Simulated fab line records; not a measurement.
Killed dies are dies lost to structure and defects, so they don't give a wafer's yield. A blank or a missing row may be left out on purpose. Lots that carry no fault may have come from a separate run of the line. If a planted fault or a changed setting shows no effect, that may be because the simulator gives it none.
2 desks, one fault ; flow sky130 ; each desk holds nothing but its own numbers, with what lay behind them at the end

## TOOL OWNER'S DESK, pvd_sputter-04
The tool's own readings at SKY_METAL1_SPUTTER_02 (material AlCu, target thk 250 nm, time 13.3 s): means of the sampled wafers that have a number, for each lot that ran on this tool. Marked OUT: a lot whose mean sits more than 4 standard deviations from the usual mean, which makes it out of limits; the brackets give that distance.
Columns: A = chamber_pressure_pa at SKY_METAL1_SPUTTER_02, usual 0.4001 Pa; B = throttle_valve_pct at SKY_METAL1_SPUTTER_02, usual 30.1 %
lot;first seen here;A;B
L818;day 33 03:14;0.4001;30.2
L822;day 33 16:13;0.4002;30.0
L826;day 34 13:02;0.4001;29.8
L831;day 36 00:08;0.4005;30.1
L832;day 36 12:45;0.4002;30.0
L833;day 36 13:44;0.3994;30.2
Finding of this desk: none of the 6 lots has anything out of limits.

## AT THE METROLOGY DESK
What the gauges read for every lot (on any tool): the sampled wafers with a number, averaged. Marked OUT: a lot whose mean sits more than 4 standard deviations from the usual mean, which makes it out of limits; the brackets give that distance.
Columns: A = METAL1_ALCU_RS at SKY_METAL1_RS_MEAS_05, usual 0.1272 ohm/sq; B = METAL1_ALCU_THK at SKY_METAL1_THK_MEAS_06, usual 252 nm; C = METAL1_OVL at SKY_METAL1_OVL_MEAS_16, usual -1 nm
lot;first seen here;A;B;C
L818;day 33 03:19;0.1276;251;5
L822;day 33 16:19;0.1277;249;2
L823;day 34 02:28;0.1264;253;-4
L826;day 34 13:08;0.1262;254;-2
L830;day 35 19:58;0.1264;255;-5
L831;day 36 00:14;0.1216;266 (+4.1) OUT;8
L832;day 36 12:52;0.1221;266 (+4.1) OUT;-1
L833;day 36 13:50;0.1213;263;-10
L835;day 37 02:31;0.1246;258;1
L837;day 37 22:05;0.1278;252;2
Per this desk, out of limits: L831, L832; the first was L831, day 36 00:22 (METAL1_ALCU_THK at SKY_METAL1_THK_MEAS_06). Within limits: L818, L822, L823, L826, L830, L833, L835, L837.

## BROUGHT TOGETHER
An alarm was possible from the metrology desk at day 36 00:22, on L831, L832.
The desk of the tool owner found nothing out of limits.
Tool owner's desk: L831, L832 on record, inside its limits.
On pvd_sputter-04, each named lot ran SKY_METAL1_SPUTTER_02.

## WHAT THE SIMULATOR PUT IN
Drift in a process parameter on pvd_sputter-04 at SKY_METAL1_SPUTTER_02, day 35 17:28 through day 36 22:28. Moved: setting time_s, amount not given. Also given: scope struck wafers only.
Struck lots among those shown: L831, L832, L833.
Per desk, hours elapsed from the start of the fault to the first reading out of limits: for the metrology desk, 7.
